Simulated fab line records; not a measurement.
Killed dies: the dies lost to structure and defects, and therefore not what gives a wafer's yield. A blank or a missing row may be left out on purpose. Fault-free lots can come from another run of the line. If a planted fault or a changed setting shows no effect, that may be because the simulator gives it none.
What tool caused it? :: flow gf180mcu :: 10 lots with 30 wafers sampled at 4 steps, on a route of 602 steps

## WHAT THE GAUGES READ, wafer by wafer
GF_PSD_TW_MEAS_11.
lot: L721
measured: day 15 17:12
on: film metro-02
PSD_TW: 3143 3172 3152

lot: L724
measured: day 16 08:46
on: film metro-03
PSD_TW: 3185 3188 3205

lot: L726
measured: day 16 21:02
on: film metro-02
PSD_TW: 2920 2896 2921

lot: L728
measured: day 17 17:55
on: film metro-04
PSD_TW: 2959 2960 2946

lot: L729
measured: day 18 01:57
on: film metro-02
PSD_TW: 2944 2939 2937

lot: L734
measured: day 19 21:43
on: film metro-04
PSD_TW: 3182 3156 3169

lot: L736
measured: day 20 16:20
on: film metro-03
PSD_TW: 3201 3206 3185

lot: L737
measured: day 21 00:47
on: film metro-02
PSD_TW: 3162 3164 3174

lot: L739
measured: day 21 11:40
on: film metro-02
PSD_TW: 3151 3174 3162

lot: L740
measured: day 21 20:54
on: film metro-02
PSD_TW: 3161 3156 3166

## WHAT TOOL EACH LOT RAN ON (gives the tool, then ch and the chambers of the sampled wafers, and finally the start)
lot: L721
GF_NSD_STRIP_11: plasma asher-01 ch 0,1, day 14 19:48
GF_PSD_IMPLANT_09: implanter-03 ch 0, day 15 16:59
GF_PSD_STRIP_10: plasma asher-01 ch 0,1, day 15 17:06

lot: L724
GF_NSD_STRIP_11: plasma asher-02 ch 0,1, day 15 10:16
GF_PSD_IMPLANT_09: implanter-03 ch 0, day 16 08:32
GF_PSD_STRIP_10: plasma asher-03 ch 0,1, day 16 08:40

lot: L726
GF_NSD_STRIP_11: plasma asher-01 ch 0,1, day 15 22:33
GF_PSD_IMPLANT_09: implanter-03 ch 0, day 16 20:49
GF_PSD_STRIP_10: plasma asher-03 ch 0,1, day 16 20:57

lot: L728
GF_NSD_STRIP_11: plasma asher-03 ch 0,1, day 16 18:52
GF_PSD_IMPLANT_09: implanter-03 ch 0, day 17 17:40
GF_PSD_STRIP_10: plasma asher-04 ch 0,1, day 17 17:49

lot: L729
GF_NSD_STRIP_11: plasma asher-01 ch 0,1, day 17 04:16
GF_PSD_IMPLANT_09: implanter-03 ch 0, day 18 01:43
GF_PSD_STRIP_10: plasma asher-04 ch 0,1, day 18 01:50

lot: L734
GF_NSD_STRIP_11: plasma asher-01 ch 0,1, day 18 21:40
GF_PSD_IMPLANT_09: implanter-01 ch 0, day 19 21:28
GF_PSD_STRIP_10: plasma asher-01 ch 0,1, day 19 21:37

lot: L736
GF_NSD_STRIP_11: plasma asher-03 ch 0,1, day 19 16:15
GF_PSD_IMPLANT_09: implanter-04 ch 0, day 20 16:07
GF_PSD_STRIP_10: plasma asher-04 ch 0,1, day 20 16:14

lot: L737
GF_NSD_STRIP_11: plasma asher-01 ch 0,1, day 20 00:55
GF_PSD_IMPLANT_09: implanter-03 ch 0, day 21 00:32
GF_PSD_STRIP_10: plasma asher-04 ch 0,1, day 21 00:41

lot: L739
GF_NSD_STRIP_11: plasma asher-01 ch 0,1, day 20 11:27
GF_PSD_IMPLANT_09: implanter-03 ch 0, day 21 11:28
GF_PSD_STRIP_10: plasma asher-01 ch 0,1, day 21 11:34

lot: L740
GF_NSD_STRIP_11: plasma asher-03 ch 0,1, day 20 20:34
GF_PSD_IMPLANT_09: implanter-04 ch 0, day 21 20:40
GF_PSD_STRIP_10: plasma asher-03 ch 0,1, day 21 20:47
- GF_NSD_STRIP_11: strips in O2/N2.
- GF_PSD_IMPLANT_09
- GF_PSD_STRIP_10: strips in O2/N2.

## THE ANSWER, worked out from the rows above alone
Rule: usual is defined by the lots themselves. The widest of any qualifying gaps counts: lots, ordered by their means at a reading, are off when they make up no more than a third of the lots, leave a main group of 4 or more, and stand apart from it by 3 or more times the standard deviation of that group's means. A main group whose means are all the same, to the digits that the tables above print for the reading, isn't used. A lot without any number at a reading at which 4 lots or more have one is off too. The other lots that the step has rows for count as sound.
Off: at GF_PSD_TW_MEAS_11 (PSD_TW), L726, L728, L729. The main group: mean 3172, standard deviation 15.
A tool fits if, at a process step before that reading, it ran every lot that is off, and no sound lot after the first of them. Gauges at GF_PSD_TW_MEAS_11: tried the same way as those tools. Not one of the candidates tried fits.

## WHAT THE SIMULATOR HAD PUT IN
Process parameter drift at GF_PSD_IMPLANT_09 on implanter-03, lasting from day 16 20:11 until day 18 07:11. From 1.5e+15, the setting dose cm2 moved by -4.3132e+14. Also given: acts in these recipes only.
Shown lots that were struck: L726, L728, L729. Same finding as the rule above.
